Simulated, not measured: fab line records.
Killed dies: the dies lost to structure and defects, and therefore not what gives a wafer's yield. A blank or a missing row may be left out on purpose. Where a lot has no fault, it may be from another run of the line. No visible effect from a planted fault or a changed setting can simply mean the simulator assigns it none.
fab line records -- flow gf180mcu
[record] lots = 6, wafers = 18, last_day = 34
route steps=602 shown POLY_GATE@168 HV_LDD@176
lots that met no fault: taken from a fault-free run of the same line
start_h: hours from the record's first day to the start of the lot's first wafer shown -- wait_h: how many hours have passed since the lot's step before this one -- " repeats the value in the row above -- L1.1+2: several wafers, shown together as one row -- - no value, or no start was given -- * or withheld: withheld -- < > ~ a bound
route shown NAME@n: a module of which the file shows steps, and the number in the route of the first -- usual: mean/standard deviation taken from wafers without a fault -- same: alike in all rows -- chamber/n: place in a boat -- sites: per-site readings -- _std_site: standard deviation across them -- _edge_site: the outer-site mean with the inner-site mean subtracted -- radius_mm: how far each site lies from the wafer's centre -- mask NAME#n: copy n -- behind: the tool/chamber that last shaped the wafer -- hold: what put the lot on hold/how long, in hours/how the hold closed -- device: the n, p or np transistor that did not switch -- end of line: the route-end tests of the same wafers -- a step given without rows: its recipe and nothing more -- killed: dies that structure and defects cost at the first sort, which is not the same as the wafer's yield -- map: dies across one wafer; x = killed, . = not, _ = none there
set.NAME: the setting the step ran with; set.NAME@STEP: the setting that earlier step ran with -- model.NAME: the simulator's own value behind a step, which no gauge read
lots at selected steps of the route; one table per step, one row per wafer
services: from which hour (start_h, from the record's first day; less than 0 if before it) a tool's chamber was out of use, for how many hours, and why
[[steps]]
[step GF_POLY_GATE_OVL_MEAS_11]
[usual] POLY_GATE_OVL = -6/4.6
lot.wafer,tool,chamber,start_h,wait_h,POLY_GATE_OVL[nm]
L670.1,overlay-01,-,208.58,0.1,-8
L670.3,overlay-01,-,208.58,0.1,-11
L670.6,overlay-01,-,208.58,0.1,-10
L673.2,overlay-02,-,234.47,0.1,-6
L673.5,overlay-02,-,234.47,0.1,-7
L673.6,overlay-02,-,234.47,0.1,-11
L674.2,overlay-01,-,237.02,0.1,-4
L674.3,overlay-01,-,237.02,0.1,-15
L674.6,overlay-01,-,237.02,0.1,-7
L685.1,overlay-01,-,318.12,0.1,-5
L685.2,overlay-01,-,318.12,0.1,-8
L685.5,overlay-01,-,318.12,0.1,-9
L686.1,overlay-02,-,322.53,0.1,-2
L686.4,overlay-02,-,322.53,0.1,1
L686.5,overlay-02,-,322.53,0.1,2
L691.1,overlay-01,-,362.57,0.1,-8
L691.3,overlay-01,-,362.57,0.1,-12
L691.5,overlay-01,-,362.57,0.1,1
[step GF_POLY_GATE_ETCH_12]
[recipe] chemistry = N2/H2, target_depth_a = withheld, overetch_a = withheld, time_s = withheld, target = BARC, ion_energy_ev = 200, source_w = 500, bias_w = 100, pressure_mtorr = 30, n2_flow_sccm = 100, h2_flow_sccm = 200
[usual] drypump_motor_current_A = 5.6/0.38, oes_product_au = 0.734/0.0046, throttle_valve_pct = 13.214/0.0091
lot.wafer,tool,chamber,start_h,wait_h,drypump_motor_current_A,oes_product_au,throttle_valve_pct
L670.1,rie_diel-03,3,208.61,0.0,6.2,0.727,13.195
L670.3,rie_diel-03,0,208.61,0.0,5.6,0.729,13.221
L670.6,rie_diel-03,2,208.61,0.0,5.6,0.723,13.214
L673.2,rie_diel-04,1,234.50,0.0,5.8,0.738,13.215
L673.5,rie_diel-04,2,234.50,0.0,5.8,0.743,13.220
L673.6,rie_diel-04,1,234.50,0.0,5.9,0.735,13.206
L674.2,rie_diel-02,1,237.05,0.0,6.0,0.735,13.222
L674.3,rie_diel-02,2,237.05,0.0,5.8,0.729,13.235
L674.6,rie_diel-02,0,237.05,0.0,5.7,0.726,13.227
L685.1,rie_diel-03,0,318.15,0.0,5.6,0.729,13.211
L685.2,rie_diel-03,1,318.15,0.0,4.6,0.740,13.205
L685.5,rie_diel-03,1,318.15,0.0,4.6,0.728,13.208
L686.1,rie_diel-04,0,322.56,0.0,5.5,0.739,13.200
L686.4,rie_diel-04,2,322.56,0.0,5.8,0.736,13.222
L686.5,rie_diel-04,2,322.56,0.0,5.8,0.729,13.195
L691.1,rie_diel-04,3,362.61,0.0,5.1,0.739,13.211
L691.3,rie_diel-04,0,362.61,0.0,5.5,0.735,13.225
L691.5,rie_diel-04,0,362.61,0.0,5.6,0.735,13.215
[step GF_POLY_GATE_ETCH_13]
[recipe] target = poly-Si, target_depth_nm = 198.5, stop_on = SiO2, over_etch_frac = 0.403, chemistry = HBr/Cl2, icp_w = 400, bias_w = 100, pressure_mtorr = 10, HBr_flow_sccm = 150, Cl2_flow_sccm = 50, time_s = 69.6
[usual] drypump_motor_current_A = 5.6/0.45, oes_product_au = 0.989/0.0095, throttle_valve_pct = 33.684/0.009
lot.wafer,tool,chamber,start_h,wait_h,drypump_motor_current_A,oes_product_au,rf_hours_counter_h,throttle_valve_pct
L670.1,rie_si-02,0,208.66,-,5.2,0.983,28,33.672
L670.3,rie_si-02,3,208.66,-,5.7,0.985,9,33.682
L670.6,rie_si-02,1,208.66,-,6.3,0.986,-,33.703
L673.2,rie_si-02,2,234.55,-,5.8,1.002,46,33.683
L673.5,rie_si-02,2,234.55,-,5.8,1.007,-,33.680
L673.6,rie_si-02,1,234.55,-,6.3,0.993,-,33.686
L674.2,rie_si-02,3,237.10,-,5.7,0.996,9,33.679
L674.3,rie_si-02,0,237.10,-,5.2,0.992,28,33.686
L674.6,rie_si-02,1,237.10,-,6.3,0.992,-,33.696
L685.1,rie_si-01,3,318.20,-,4.9,0.990,3,33.675
L685.2,rie_si-01,2,318.20,-,5.7,0.978,5,33.686
L685.5,rie_si-01,1,318.20,-,6.2,0.998,-,33.673
L686.1,rie_si-01,3,322.61,-,4.9,0.988,3,33.703
L686.4,rie_si-01,3,322.61,-,4.9,0.992,-,33.681
L686.5,rie_si-01,2,322.61,-,5.7,0.987,-,33.681
L691.1,rie_si-02,3,362.66,-,5.7,0.994,10,33.682
L691.3,rie_si-02,1,362.66,-,6.3,1.001,4,33.680
L691.5,rie_si-02,2,362.66,-,5.8,1.003,-,33.693
[step GF_POLY_GATE_STRIP_14]
[recipe] chemistry = O2/N2, power_w = 1400, pressure_mtorr = 1500, platen_temp_c = 250, o2_flow_sccm = 3000, n2_flow_sccm = 300, overash_fraction = 0.5
[usual] drypump_motor_current_A = 5.6/0.37, heater_power_w = 351/24, oes_product_au = 0.506/0.0047
lot.wafer,tool,chamber,start_h,wait_h,drypump_motor_current_A,heater_power_w,oes_product_au,rf_hours_counter_h
L670.1,plasma_asher-04,1,208.72,0.0,5.8,361,0.504,55
L670.3,plasma_asher-04,1,208.72,0.0,5.8,360,0.508,-
L670.6,plasma_asher-04,1,208.72,0.0,5.8,367,0.503,-
L673.2,plasma_asher-01,1,234.60,0.0,5.6,381,0.510,60
L673.5,plasma_asher-01,1,234.60,0.0,5.6,387,0.511,-
L673.6,plasma_asher-01,0,234.60,0.0,5.8,307,0.501,-
L674.2,plasma_asher-01,0,237.15,0.0,5.8,312,0.510,60
L674.3,plasma_asher-01,1,237.15,0.0,5.6,383,0.503,-
L674.6,plasma_asher-01,0,237.15,0.0,5.8,307,0.507,-
L685.1,plasma_asher-04,0,318.26,0.0,4.9,343,0.506,67
L685.2,plasma_asher-04,1,318.26,0.0,5.8,349,0.503,67
L685.5,plasma_asher-04,0,318.26,0.0,4.9,358,0.504,-
L686.1,plasma_asher-02,0,322.67,0.0,6.0,372,0.504,50
L686.4,plasma_asher-02,0,322.67,0.0,6.0,368,0.494,-
L686.5,plasma_asher-02,1,322.67,0.0,5.6,329,0.502,-
L691.1,plasma_asher-01,1,362.72,0.0,5.6,382,0.506,74
L691.3,plasma_asher-01,0,362.72,0.0,5.8,307,0.509,-
L691.5,plasma_asher-01,1,362.72,0.0,5.6,388,0.501,-
[step GF_POLY_GATE_CLEAN_15]
[recipe] chemistry = SC1/SC2, mix = 1:4:20, temp_c = 70, time_s = 150, dry = n2_spin
[step GF_POLY_GATE_OXIDATION_16]
[recipe] temp_c = 850, ambient = O2, stabilise_s = 600, purge_s = 300, target_thk_a = 40, ox_time_s = 899
[step GF_POLY_GATE_THK_MEAS_17]
[recipe] reads = SiO2_of_POLY_GATE_OXIDATION_16
[usual] POLY_GATE_OXIDATION_THK = 4.03/0.083
lot.wafer,tool,chamber,start_h,wait_h,POLY_GATE_OXIDATION_THK[nm]
L670.1,film_metro-03,-,210.12,0.0,4.09
L670.3,film_metro-03,-,210.12,0.0,4.05
L670.6,film_metro-03,-,210.12,0.0,4.11
L673.2,film_metro-03,-,238.92,0.0,4.11
L673.5,film_metro-03,-,238.92,0.0,4.06
L673.6,film_metro-03,-,238.92,0.0,4.12
L674.2,film_metro-02,-,238.92,0.0,4.08
L674.3,film_metro-02,-,238.92,0.0,4.13
L674.6,film_metro-02,-,238.92,0.0,4.10
L685.1,film_metro-01,-,319.83,0.0,3.95
L685.2,film_metro-01,-,319.83,0.0,3.92
L685.5,film_metro-01,-,319.83,0.0,3.89
L686.1,film_metro-02,-,324.21,0.0,3.90
L686.4,film_metro-02,-,324.21,0.0,3.99
L686.5,film_metro-02,-,324.21,0.0,3.93
L691.1,film_metro-01,-,364.12,0.0,3.94
L691.3,film_metro-01,-,364.12,0.0,4.01
L691.5,film_metro-01,-,364.12,0.0,4.03
[step GF_POLY_GATE_CD_MEAS_18]
[usual] cd_nm = 281.6/2
lot.wafer,tool,chamber,start_h,wait_h,cd_nm
L670.1,cd_sem-01,-,210.18,0.1,279.3
L670.3,cd_sem-01,-,210.18,0.1,279.9
L670.6,cd_sem-01,-,210.18,0.1,280.5
L673.2,cd_sem-01,-,239.00,0.1,282.3
L673.5,cd_sem-01,-,239.00,0.1,283.3
L673.6,cd_sem-01,-,239.00,0.1,281.1
L674.2,cd_sem-02,-,239.00,0.1,278.6
L674.3,cd_sem-02,-,239.00,0.1,280.5
L674.6,cd_sem-02,-,239.00,0.1,279.6
L685.1,cd_sem-01,-,319.89,0.1,284.3
L685.2,cd_sem-01,-,319.89,0.1,284.5
L685.5,cd_sem-01,-,319.89,0.1,285.0
L686.1,cd_sem-01,-,324.27,0.1,285.2
L686.4,cd_sem-01,-,324.27,0.1,287.7
L686.5,cd_sem-01,-,324.27,0.1,284.6
L691.1,cd_sem-02,-,364.18,0.1,281.2
L691.3,cd_sem-02,-,364.18,0.1,281.0
L691.5,cd_sem-02,-,364.18,0.1,281.2
[step GF_HV_LDD_DEHYDRATE_00]
[recipe] temp_c = 200, time_s = 60
[step GF_HV_LDD_HMDS_01]
[recipe] prime_time_s = 60, prime_temp_c = 120
[step GF_HV_LDD_COAT_02]
[recipe] resist = NOVOLAK, spin_rpm = 3000, resist_thk_nm = 1000
[step GF_HV_LDD_SOFTBAKE_03]
[recipe] temp_c = 90, time_s = 60, resist = NOVOLAK
[step GF_HV_LDD_EXPOSE_04]
[recipe] mask_id = Nplus_LV_AREA, target_cd_nm = 400, na = 0.6, source_shape = conventional, sigma_outer = 0.6, dose_mj = 140
[usual] exposure_dose_mJ_cm2 = 139.96/0.13, focus_offset_nm = 0.0/0.56
lot.wafer,tool,chamber,start_h,wait_h,mask,exposure_dose_mJ_cm2,focus_offset_nm
L670.1,iline_stepper-01,0,219.45,-,Nplus_LV_AREA#0,139.89,-0.7
L670.3,iline_stepper-01,0,219.45,-,Nplus_LV_AREA#0,139.94,0.1
L670.6,iline_stepper-01,0,219.45,-,Nplus_LV_AREA#0,140.13,0.4
L674.2,iline_stepper-02,-,247.47,-,Nplus_LV_AREA#0,-,-
L674.3,iline_stepper-02,-,247.47,-,Nplus_LV_AREA#0,-,-
L674.6,iline_stepper-02,-,247.47,-,Nplus_LV_AREA#0,-,-
L673.2,iline_stepper-01,-,247.73,-,Nplus_LV_AREA#0,-,-
L673.5,iline_stepper-01,-,247.73,-,Nplus_LV_AREA#0,-,-
L673.6,iline_stepper-01,-,247.73,-,Nplus_LV_AREA#0,-,-
L685.1,iline_stepper-02,0,330.33,-,Nplus_LV_AREA#0,139.95,-0.6
L685.2,iline_stepper-02,0,330.33,-,Nplus_LV_AREA#0,139.82,0.0
L685.5,iline_stepper-02,0,330.33,-,Nplus_LV_AREA#0,139.79,0.5
L686.1,iline_stepper-02,0,335.04,-,Nplus_LV_AREA#0,139.83,-0.1
L686.4,iline_stepper-02,0,335.04,-,Nplus_LV_AREA#0,140.04,0.3
L686.5,iline_stepper-02,0,335.04,-,Nplus_LV_AREA#0,140.17,-0.3
L691.1,iline_stepper-02,0,375.36,-,Nplus_LV_AREA#0,139.70,0.1
L691.3,iline_stepper-02,0,375.36,-,Nplus_LV_AREA#0,139.94,0.5
L691.5,iline_stepper-02,0,375.36,-,Nplus_LV_AREA#0,139.95,0.2
[step GF_HV_LDD_PEB_05]
[recipe] temp_c = withheld, time_s = *, resist = NOVOLAK
[[services]]
tool,chamber,start_h,hours,kind
rie_si-02,1,192.59,7.5,repair
iline_stepper-02,-,197.47,3.1,repair
iline_stepper-01,-,200.97,2.1,pm
plasma_asher-01,-,217.61,8.1,repair
plasma_asher-04,-,228.93,0.8,repair
plasma_asher-02,-,236.15,5.0,repair
rie_diel-02,0,244.85,1.9,repair
rie_diel-02,3,246.94,2.4,repair
iline_stepper-01,-,248.79,1.7,pm
rie_diel-02,-,255.62,0.1,repair
rie_diel-03,-,257.76,0.2,repair
rie_diel-02,3,266.42,3.7,repair
rie_diel-02,-,266.62,2.8,pm
rie_diel-02,-,276.81,0.6,repair
rie_si-01,0,278.41,4.6,repair
rie_diel-02,3,293.48,19.4,repair
rie_diel-04,-,301.81,2.8,pm
rie_si-01,-,302.29,2.8,pm
plasma_asher-02,-,317.05,4.5,repair
rie_diel-04,1,332.69,-,clean
rie_diel-04,1,332.69,23.1,scheduled_down
rie_diel-04,1,332.69,23.1,vent_cycle
iline_stepper-02,-,336.71,1.7,pm
rie_diel-03,1,340.43,7.1,repair
[[key]]
[first_sign] step = GF_HV_LDD_EXPOSE_04, reading = tool_record, direction = missing
effect none on later readings
met_at GF_HV_LDD_EXPOSE_04
struck_wafers L673.2,L673.5,L673.6,L674.2,L674.3,L674.6
later_rows_left_out L673.2,L673.5,L673.6,L674.2,L674.3,L674.6
sort_left_out L673.2,L673.5,L673.6,L674.2,L674.3,L674.6
tester_left_out L673,L674
onset_between 219.45 247.47
[fault] kind = skipped_step_whole, tool = iline_stepper-01,iline_stepper-02, chamber = -, onset_h = 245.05, steps = GF_HV_LDD_EXPOSE_04, scope = struck_lots_only
// tester_left_out: of these lots the tester's yield and bins aren't shown, on N5 and GAA mostly nor the transistor test; their killed dies are dies lost to structure and defects alone, not to doping, threshold or leakage, so they don't give the yield
// sort_left_out: the simulated sort isn't trusted on such a fault, so these wafers' sort isn't shown, and their yield isn't known
// later_rows_left_out: the simulator's readings of these wafers behind a module that went badly wrong aren't trusted and aren't shown, but for the sort
